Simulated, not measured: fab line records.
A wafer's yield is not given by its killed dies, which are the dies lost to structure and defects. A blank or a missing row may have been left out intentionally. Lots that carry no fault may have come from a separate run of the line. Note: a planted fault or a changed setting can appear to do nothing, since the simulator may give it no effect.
fab line records	flow gf180mcu
record: lots: 5	wafers: 23
route steps=602 shown V5@563 TOP_METAL@569 PASSIVATION@587
start-h: hours from the record's first day to the start of the lot's first wafer shown	wait-h: hours elapsed since this lot's preceding step	" unchanged from the row above	L1.1+2: one row covering several wafers at once	- no value, or no start given	* or withheld: withheld	< > ~ a bound
route shown NAME@n: a module of which the file shows steps, and the number in the route of the first	usual: average and standard deviation across the fault-free wafers	same: alike in all rows	chamber/n: place in a boat	sites: the reading at each site	_std_site: their standard deviation	_edge_site: inner sites' mean taken away from outer sites' mean	radius-mm: for every site, how far away it sits from the centre of the wafer	mask NAME#n: copy n	behind: the most recent tool/chamber to have shaped the wafer	hold: reason for holding the lot/hours on hold/outcome of the hold	device: names the non-switching transistor (n, p or np)	end of line: at the end of the route, the tests of the same wafers	a step given without rows: its recipe and nothing more	killed: not the wafer's yield, but the dies lost to structure and defects at the first sort	map: dies across one wafer; x = killed, . = not, _ = none there
set.NAME: the setting as run; set.NAME@STEP: as run at that earlier step	model.NAME: the simulator's own value behind a step, which no gauge read
lots whose settings were changed on purpose; a table a step, a row a wafer
== steps ==
step: GF_V5_CVD_23
recipe: material: W	target-thk-nm: 350	time-s: 104.9	temp-c: 400	pressure-torr: 40
lot.wafer	tool	chamber	start-h	wait-h	set.pressure-torr
L074.1+2+3+4+5	cvd-w-02	1	626.05	0.0	40
L077.1+2+4+5+6	cvd-w-02	0,1,1,1,0	652.12	0.0	44.09
L081.1+2+3+5+6	cvd-w-02	1,0,0,1,0	684.47	0.0	43.75
L082.2+3+5	cvd-w-02	0,1,0	685.03	0.0	40
L084.1+2+3+4+5	cvd-w-02	0,1,0,1,0	707.78	0.0	37.26
step: GF_V5_RS_MEAS_24
recipe: thk-meas-gauge: four-point-probe	reads: W_of_V5_CVD_23+TiN_of_V5_SPUTTER_22+Ti_of_V5_SPUTTER_21
usual: V5_W_RS: 0.3274/0.0028
lot.wafer	tool	chamber	start-h	wait-h	set.pressure-torr@V5_CVD_23	V5_W_RS[ohm/sq]
L074.1	film-metro-04	-	626.27	0.2	40	0.3320
L074.2	"	-	"	"	40	0.3292
L074.3	"	-	"	"	40	0.3339
L074.4	"	-	"	"	40	0.3270
L074.5	"	-	"	"	40	0.3301
L077.1	film-metro-01	-	652.23	0.1	44.09	0.3125
L077.2	"	-	"	"	44.09	0.3139
L077.4	"	-	"	"	44.09	0.3105
L077.5	"	-	"	"	44.09	0.3118
L077.6	"	-	"	"	44.09	0.3109
L081.1	film-metro-02	-	684.58	0.1	43.75	0.3117
L081.2	"	-	"	"	43.75	0.3147
L081.3	"	-	"	"	43.75	0.3156
L081.5	"	-	"	"	43.75	0.3125
L081.6	"	-	"	"	43.75	0.3121
L082.2	film-metro-04	-	685.16	0.1	40	0.3274
L082.3	"	-	"	"	40	0.3245
L082.5	"	-	"	"	40	0.3304
L084.1	film-metro-04	-	707.89	0.1	37.26	0.3423
L084.2	"	-	"	"	37.26	0.3377
L084.3	"	-	"	"	37.26	0.3344
L084.4	"	-	"	"	37.26	0.3366
L084.5	"	-	"	"	37.26	0.3357
step: GF_TOP_METAL_SPUTTER_02
recipe: material: AlCu	target-thk-nm: 900	power-w: 10600	chamber-pressure-pa: 0.3	substrate-temp-c: 250	gas: Ar	time-s: 47.82
lot.wafer	tool	chamber	start-h	wait-h	set.time-s	model.AlCu_of_TOP_METAL_SPUTTER_02.thk-nm
L074.1	pvd-sputter-04	-	626.88	0.0	47.82	906.9
L074.2	"	-	"	"	54.76	1032
L074.3	"	-	"	"	47.82	895.1
L074.4	"	-	"	"	47.82	903.2
L074.5	"	-	"	"	54.76	1035
L077.1	pvd-sputter-01	-	652.84	0.0	45.8	875.9
L077.2	"	-	"	"	45.8	868.9
L077.4	"	-	"	"	47.82	904.4
L077.5	"	-	"	"	45.8	869.2
L077.6	"	-	"	"	47.82	913.4
L081.1	pvd-sputter-01	-	685.19	0.0	47.82	903.6
L081.2	"	-	"	"	45.67	856.3
L081.3	"	-	"	"	47.82	891.8
L081.5	"	-	"	"	45.67	859.7
L081.6	"	-	"	"	47.82	893.5
L082.2	pvd-sputter-03	-	685.75	0.0	47.82	908.5
L082.3	"	-	"	"	47.82	915.8
L082.5	"	-	"	"	47.82	913.7
L084.1	pvd-sputter-01	-	708.50	0.0	47.82	890.1
L084.2	"	-	"	"	47.82	882.3
L084.3	"	-	"	"	44.92	834.2
L084.4	"	-	"	"	44.92	833.1
L084.5	"	-	"	"	47.82	895.4
step: GF_TOP_METAL_SPUTTER_03
recipe: material: Ti	target-thk-nm: 5	substrate-temp-c: 300	chamber-pressure-pa: 0.3	power-w: 3000	time-s: 3.3
step: GF_TOP_METAL_SPUTTER_04
recipe: material: TiN	target-thk-nm: 25	power-w: 6500	time-s: 20.8	chamber-pressure-pa: 0.4
step: GF_TOP_METAL_RS_MEAS_05
recipe: thk-meas-gauge: four-point-probe	reads: TiN_of_TOP_METAL_SPUTTER_04+Ti_of_TOP_METAL_SPUTTER_03+AlCu_of_TOP_METAL_SPUTTER_02+TiN_of_TOP_METAL_SPUTTER_01+Ti_of_TOP_METAL_SPUTTER_00
usual: TOP_METAL_ALCU_RS: 0.0328/0.00033
lot.wafer	tool	chamber	start-h	wait-h	set.time-s@TOP_METAL_SPUTTER_02	TOP_METAL_ALCU_RS[ohm/sq]
L074.1	film-metro-04	-	626.97	0.0	47.82	0.0324
L074.2	"	-	"	"	54.76	0.0285
L074.3	"	-	"	"	47.82	0.0329
L074.4	"	-	"	"	47.82	0.0326
L074.5	"	-	"	"	54.76	0.0284
L077.1	film-metro-01	-	652.93	0.0	45.8	0.0336
L077.2	"	-	"	"	45.8	0.0339
L077.4	"	-	"	"	47.82	0.0326
L077.5	"	-	"	"	45.8	0.0339
L077.6	"	-	"	"	47.82	0.0323
L081.1	film-metro-01	-	685.32	0.1	47.82	0.0326
L081.2	"	-	"	"	45.67	0.0344
L081.3	"	-	"	"	47.82	0.0330
L081.5	"	-	"	"	45.67	0.0343
L081.6	"	-	"	"	47.82	0.0330
L082.2	film-metro-01	-	685.86	0.0	47.82	0.0325
L082.3	"	-	"	"	47.82	0.0322
L082.5	"	-	"	"	47.82	0.0323
L084.1	film-metro-04	-	708.59	0.0	47.82	0.0331
L084.2	"	-	"	"	47.82	0.0334
L084.3	"	-	"	"	44.92	0.0353
L084.4	"	-	"	"	44.92	0.0353
L084.5	"	-	"	"	47.82	0.0329
step: GF_TOP_METAL_THK_MEAS_06
recipe: thk-meas-gauge: xrf	reads: AlCu_of_TOP_METAL_SPUTTER_02
usual: TOP_METAL_ALCU_THK: 896/11
lot.wafer	tool	chamber	start-h	wait-h	set.time-s@TOP_METAL_SPUTTER_02	TOP_METAL_ALCU_THK[nm]
L074.1	film-metro-04	-	627.09	0.1	47.82	903
L074.2	"	-	"	"	54.76	1034
L074.3	"	-	"	"	47.82	900
L074.4	"	-	"	"	47.82	902
L074.5	"	-	"	"	54.76	1029
L077.1	film-metro-01	-	653.05	0.1	45.8	865
L077.2	"	-	"	"	45.8	865
L077.4	"	-	"	"	47.82	895
L077.5	"	-	"	"	45.8	859
L077.6	"	-	"	"	47.82	902
L081.1	film-metro-01	-	685.44	0.1	47.82	899
L081.2	"	-	"	"	45.67	850
L081.3	"	-	"	"	47.82	881
L081.5	"	-	"	"	45.67	852
L081.6	"	-	"	"	47.82	890
L082.2	film-metro-01	-	685.97	0.1	47.82	906
L082.3	"	-	"	"	47.82	913
L082.5	"	-	"	"	47.82	913
L084.1	film-metro-04	-	708.71	0.1	47.82	896
L084.2	"	-	"	"	47.82	883
L084.3	"	-	"	"	44.92	840
L084.4	"	-	"	"	44.92	837
L084.5	"	-	"	"	47.82	898
step: GF_TOP_METAL_METAL_ETCH_16
recipe: chemistry: Cl2/BCl3	mask-material: NOVOLAK	target-depth-nm: 1077.5	stop-on: SiO2	pressure-mtorr: 8	icp-w: 800	bias-w: 140	Cl2_flow_sccm: 80	bcl3-flow-sccm: 40	time-s: 179.6
lot.wafer	tool	chamber	start-h	wait-h	set.pressure-mtorr	set.time-s@TOP_METAL_SPUTTER_02	model.TOP_METAL.feature-depth-nm
L074.1	rie-metal-04	0	647.02	0.0	7.548	47.82	1030
L074.2+5	"	1	"	"	7.548	54.76	-
L074.3	"	1	"	"	7.548	47.82	1018
L074.4	"	0	"	"	7.548	47.82	1026
L077.1	rie-metal-01	0	671.90	0.0	8.944	45.8	999.3
L077.2	"	1	"	"	8.944	45.8	992.4
L077.4	"	1	"	"	8.944	47.82	1027
L077.5	"	0	"	"	8.944	45.8	992.1
L077.6	"	1	"	"	8.944	47.82	1037
L081.1	rie-metal-04	1	703.89	0.0	7.003	47.82	1026
L081.2	"	1	"	"	7.003	45.67	979.4
L081.3	"	1	"	"	7.003	47.82	1015
L081.5	"	1	"	"	7.003	45.67	983
L081.6	"	1	"	"	7.003	47.82	1016
L082.2	rie-metal-01	1	704.37	0.0	8	47.82	1031
L082.3	"	0	"	"	8	47.82	1038
L082.5	"	1	"	"	8	47.82	1036
L084.1	rie-metal-01	1	726.52	0.0	7.344	47.82	1013
L084.2	"	0	"	"	7.344	47.82	1006
L084.3+4	"	1,0	"	"	7.344	44.92	-
L084.5	"	1	"	"	7.344	47.82	1018
step: GF_PASSIVATION_CVD_00
recipe: material: SiO2	target-thk-nm: 1000	precursor: TEOS	temp-c: 400	time-s: 111.95	rf-w: 600
lot.wafer	tool	chamber	start-h	wait-h	set.time-s	model.SiO2_of_PASSIVATION_CVD_00.thk-nm
L074.1	pecvd-04	2	647.76	0.0	104.5	933
L074.2	"	1	"	"	111.95	999.9
L074.3	"	0	"	"	104.5	945.8
L074.4	"	1	"	"	111.95	1022
L074.5	"	2	"	"	111.95	1014
L077.1	pecvd-03	0	672.62	0.0	111.95	980.4
L077.2	"	1	"	"	111.95	989
L077.4	"	0	"	"	111.95	990.4
L077.5	"	2	"	"	111.95	1007
L077.6	"	1	"	"	111.95	996.5
L081.1	pecvd-04	2	704.77	0.0	96.06	849.2
L081.2	"	0	"	"	111.95	993.7
L081.3	"	1	"	"	111.95	972.6
L081.5	"	2	"	"	96.06	867
L081.6	"	1	"	"	111.95	1014
L082.2+5	pecvd-03	2,0	705.15	0.0	111.95	1004
L082.3	"	1	"	"	111.95	1000
L084.1	pecvd-02	0	727.30	0.0	111.95	1012
L084.2	"	2	"	"	111.95	997.7
L084.3	"	1	"	"	111.95	1010
L084.4+5	"	0,2	"	"	111.95	1023
step: GF_PASSIVATION_THK_MEAS_01
recipe: reads: SiO2_of_PASSIVATION_CVD_00
usual: PASSIVATION_CVD_00_THK: 1007/14
lot.wafer	tool	chamber	start-h	wait-h	set.time-s@PASSIVATION_CVD_00	PASSIVATION_CVD_00_THK[nm]
L074.1	film-metro-02	-	647.84	0.0	104.5	932
L074.2	"	-	"	"	111.95	1001
L074.3	"	-	"	"	104.5	946
L074.4	"	-	"	"	111.95	1022
L074.5	"	-	"	"	111.95	1015
L077.1	film-metro-01	-	672.70	0.0	111.95	980
L077.2	"	-	"	"	111.95	989
L077.4	"	-	"	"	111.95	991
L077.5	"	-	"	"	111.95	1008
L077.6	"	-	"	"	111.95	997
L081.1	film-metro-03	-	704.85	0.0	96.06	849
L081.2	"	-	"	"	111.95	995
L081.3	"	-	"	"	111.95	973
L081.5	"	-	"	"	96.06	867
L081.6	"	-	"	"	111.95	1014
L082.2	film-metro-01	-	705.23	0.0	111.95	1004
L082.3	"	-	"	"	111.95	1001
L082.5	"	-	"	"	111.95	1004
L084.1	film-metro-03	-	727.37	0.0	111.95	1012
L084.2	"	-	"	"	111.95	998
L084.3	"	-	"	"	111.95	1009
L084.4	"	-	"	"	111.95	1023
L084.5	"	-	"	"	111.95	1023
step: GF_PASSIVATION_HMDS_05
recipe: prime-time-s: 60	prime-temp-c: 120
lot.wafer	tool	chamber	start-h	wait-h	set.prime-temp-c
L074.1+2+3+4+5	litho-track-01	0	657.79	0.1	120
L077.1+4+6	litho-track-01	0	682.13	0.1	120
L077.2+5	"	0	"	"	118.9
L081.1+2+3+5+6	litho-track-03	0	713.38	0.1	120
L082.2+3+5	litho-track-03	0	714.06	0.1	120
L084.1+3	litho-track-01	0	735.88	0.1	120
L084.2+4+5	"	0	"	"	123
step: GF_PASSIVATION_COAT_06
recipe: spin-rpm: 2000	resist-thk-nm: 4000
step: GF_PASSIVATION_SOFTBAKE_07
recipe: temp-c: 110	time-s: withheld
step: GF_PASSIVATION_PEB_09
recipe: temp-c: 115	time-s: withheld
step: GF_PASSIVATION_DEVELOP_10
recipe: develop-time-s: 60	dev-temp-c: 23
step: GF_PASSIVATION_ETCH_11
recipe: chemistry: CF4/O2	target-depth-nm: 1800	stop-on: TiN	source-w: 800	bias-w: 150	pressure-mtorr: 150	cf4-flow-sccm: 80	O2_flow_sccm: 10	time-s: 393.4
usual: oes-product-au: 0.974/0.0066
lot.wafer	tool	chamber	start-h	wait-h	set.time-s@PASSIVATION_CVD_00	oes-product-au	model.PASSIVATION.feature-depth-nm
L074.1	rie-diel-04	1	667.68	-	104.5	0.952	1629
L074.2	"	2	"	"	111.95	0.970	1701
L074.3	"	3	"	"	104.5	0.952	1642
L074.4	"	3	"	"	111.95	0.987	1721
L074.5	"	2	"	"	111.95	0.977	1726
L077.1	rie-diel-02	0	692.00	-	111.95	0.965	1684
L077.2	"	3	"	"	111.95	0.962	1685
L077.4	"	2	"	"	111.95	0.972	1705
L077.5	"	0	"	"	111.95	0.981	1719
L077.6	"	1	"	"	111.95	0.966	1704
L081.1	rie-diel-02	3	722.68	-	96.06	0.919	1554
L081.2	"	1	"	"	111.95	0.975	1702
L081.3	"	0	"	"	111.95	0.962	1672
L081.5	"	2	"	"	96.06	0.932	1573
L081.6	"	1	"	"	111.95	0.983	1729
L082.2	rie-diel-04	0	723.15	-	111.95	0.974	1700
L082.3	"	2	"	"	111.95	0.971	1699
L082.5	"	0	"	"	111.95	0.971	1716
L084.1	rie-diel-03	0	744.85	-	111.95	0.977	1708
L084.2	"	2	"	"	111.95	0.974	1696
L084.3	"	1	"	"	111.95	0.968	1708
L084.4	"	3	"	"	111.95	0.983	1722
L084.5	"	1	"	"	111.95	0.979	1731
== key ==
split: step: GF_V5_CVD_23	setting: pressure-torr	stated: 40	by: lot
response: step: GF_V5_RS_MEAS_24	reading: V5_W_RS	change: -0.00153	per: 1%	r: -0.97
split: step: GF_TOP_METAL_SPUTTER_02	setting: time-s	stated: 47.82	by: wafer
response: step: GF_TOP_METAL_SPUTTER_02	reading: model.AlCu_of_TOP_METAL_SPUTTER_02.thk-nm	change: +9.04	per: 1%	r: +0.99
response: step: GF_TOP_METAL_RS_MEAS_05	reading: TOP_METAL_ALCU_RS	change: -0.000305	per: 1%	r: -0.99
response: step: GF_TOP_METAL_THK_MEAS_06	reading: TOP_METAL_ALCU_THK	change: +8.88	per: 1%	r: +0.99
response: step: GF_TOP_METAL_METAL_ETCH_16	reading: model.TOP_METAL.feature-depth-nm	change: +8.68	per: 1%	r: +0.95
split: step: GF_TOP_METAL_METAL_ETCH_16	setting: pressure-mtorr	stated: 8	by: lot
response none clear
split: step: GF_PASSIVATION_CVD_00	setting: time-s	stated: 111.95	by: wafer
response: step: GF_PASSIVATION_CVD_00	reading: model.SiO2_of_PASSIVATION_CVD_00.thk-nm	change: +9.79	per: 1%	r: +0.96
response: step: GF_PASSIVATION_THK_MEAS_01	reading: PASSIVATION_CVD_00_THK	change: +9.83	per: 1%	r: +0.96
response: step: GF_PASSIVATION_ETCH_11	reading: oes-product-au	change: +0.00344	per: 1%	r: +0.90
response: step: GF_PASSIVATION_ETCH_11	reading: model.PASSIVATION.feature-depth-nm	change: +10.1	per: 1%	r: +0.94
split: step: GF_PASSIVATION_HMDS_05	setting: prime-temp-c	stated: 120	by: wafer
response none clear
